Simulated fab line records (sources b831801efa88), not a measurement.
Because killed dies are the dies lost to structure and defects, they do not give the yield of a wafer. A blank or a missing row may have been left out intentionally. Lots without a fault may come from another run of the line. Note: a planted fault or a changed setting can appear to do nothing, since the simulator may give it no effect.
A struck lot beside a sound one | flow sky130 | 17 out of 708 route steps
Sound: the wafers L552.4, L552.5, L552.6. Wafers struck: L549.1, L549.5, L549.6. At the end, the cause is stated.
Each step with rows lists, per side, the tool, then ch with its chambers, then its first start. Under that, the readings that differ: sound wafers | struck wafers | difference of the means | sigmas: that difference in standard deviations of wafers without a fault.
alike: same words and numbers on both sides, and readings whose means sit less than 2 such deviations apart. not compared: any withheld reading, any reading some wafer has no value for, any bound like >300 that may hide the same value, and any number with overlapping values for which the record gives no deviation.
Wherever a step has rows on one side only, a row that says differs or no value, or a row with sigmas, the two part there. When numbers do not overlap yet have no deviation, they are printed without sigmas and do not part them. Lack of a reading on every wafer of one side parts them only where that side has two or more wafers.

first, 1 step without rows for these wafers: SKY_VT_ADJUST_LVTN_IMPLANT_19.
SKY_VT_ADJUST_LVTN_STRIP_20: strips in O2/N2.
  sound on plasma-asher-02 ch 0,1, day 11 07:56; struck on plasma-asher-02 ch 0,1, day 10 13:55
  alike: chamber-pressure-mTorr, drypump-motor-current-A, oes-product-au, strip-time-to-endpoint-s
  not compared: rf-hours-counter-h
SKY_VT_ADJUST_LVTN_TW_MEAS_21:
  sound on film-metro-03 at day 11 08:02; struck on film-metro-03 at day 10 14:01
  alike: VT_ADJUST_LVTN_2_TW
then, 7 steps without rows for these wafers: SKY_VT_ADJUST_NCORE_DEHYDRATE_00 (time 60 s); SKY_VT_ADJUST_NCORE_HMDS_01 (prime time 60 s); SKY_VT_ADJUST_NCORE_COAT_02 (resist thk 1140 nm); SKY_VT_ADJUST_NCORE_SOFTBAKE_03 (time 60 s); SKY_VT_ADJUST_NCORE_EXPOSE_04 (exposes mask LVTN COMPLEMENT THIN, target cd 380 nm); SKY_VT_ADJUST_NCORE_PEB_05; SKY_VT_ADJUST_NCORE_DEVELOP_06 (develop time 60 s).
SKY_VT_ADJUST_NCORE_CD_MEAS_07 targets a cd of 380 nm.
  sound on cd-sem-01 at day 12 08:11; struck on cd-sem-02 at day 11 11:49
  alike: cd-nm
SKY_VT_ADJUST_NCORE_OVL_MEAS_08:
  sound on overlay-01 at day 12 08:16; struck on overlay-01 at day 11 11:56
  alike: VT_ADJUST_NCORE_OVL
SKY_VT_ADJUST_NCORE_IMPLANT_09:
  sound on implanter-02 ch 0, day 12 08:21; struck on implanter-03 ch 0, day 11 11:59
  reading            | sound                            | struck                        | difference | sigmas
  dose-ions-cm2      | 2.3992e+12 2.3976e+12 2.4022e+12 | 7.804e+11 7.742e+11 7.808e+11 | -1.621e+12 | -99 or more
  faraday-current-uA | 13.73 13.36 13.48                | 4.38 4.26 4.44                | -9.16      | -32
SKY_VT_ADJUST_NCORE_STRIP_10: strips in O2/N2.
  sound on plasma-asher-04 ch 0,1, day 12 08:28; struck on plasma-asher-04 ch 0,1, day 11 12:08
  alike: chamber-pressure-mTorr, drypump-motor-current-A, oes-product-au, strip-time-to-endpoint-s
  not compared: rf-hours-counter-h
SKY_VT_ADJUST_NCORE_TW_MEAS_11:
  sound on film-metro-04 at day 12 08:33; struck on film-metro-01 at day 11 12:14
  reading            | sound             | struck            | difference | sigmas
  VT_ADJUST_NCORE_TW | 217.6 218.4 217.8 | 161.7 162.9 162.3 | -55.6      | -31
then, 1 step without rows for these wafers: SKY_VT_ADJUST_HVTR_DEHYDRATE_00 (time 60 s).
-- the record jumps here: 37 days lie between the struck wafers' starts before and after (it left off in module VT_ADJUST_HVTR and takes up again in module PAD_OPEN, whose first step shown is number 708 of the route) --
SKY_PAD_OPEN_PROBE_99:
  sound on prober-01 at day 49 03:56; struck on prober-02 at day 48 05:58
  reading                                    | sound                         | struck                        | difference | sigmas
  model.etest.nfet_16v.r-on-ohm-um           | 1.39e+04 1.406e+04 1.413e+04  | 1.176e+04 1.189e+04 1.184e+04 | -2.200e+03 |
  model.etest.pfet_16v.r-on-ohm-um           | 1.511e+04 1.516e+04 1.542e+04 | 1.694e+04 1.686e+04 1.704e+04 | +1.717e+03 |
  model.etest.pfet-g5v0d10v5.r-on-ohm-um     | 4619 4736 4713                | 5562 5543 5600                | +879       |
  model.etest.tip-p.rs-ohm-sq                | 6912 6940 6957                | 7291 7353 7374                | +403       |
  model.etest.pfet_01v8.r-on-ohm-um          | 2871 2987 2932                | 3050 3103 3142                | +168       |
  model.etest.res-pwell-under-gate.rs-ohm-sq | 2264 2298 2288                | 2511 2498 2520                | +226       |
  model.etest.nfet-g5v0d10v5.r-on-ohm-um     | 1849 1898 1878                | 1680 1691 1693                | -187       |
  model.etest.tip_p_5v.rs-ohm-sq             | 2884 2856 2861                | 3006 3007 3011                | +141       |
  alike: killed_at_M0_to_M3, killed_at_M4_up, killed-at-contacts, killed-at-front-end, killed-at-other, killed-dies, killed-open, killed-short

WHERE THEY PART
Last at SKY_VT_ADJUST_NCORE_TW_MEAS_11 as far as this record goes, first at SKY_VT_ADJUST_NCORE_IMPLANT_09. Later steps at which nothing parts them and some readings are alike: SKY_PAD_OPEN_PROBE_99.

WHY: what had been put in by the simulator
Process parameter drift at SKY_VT_ADJUST_NCORE_IMPLANT_09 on implanter-03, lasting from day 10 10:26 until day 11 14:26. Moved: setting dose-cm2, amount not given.
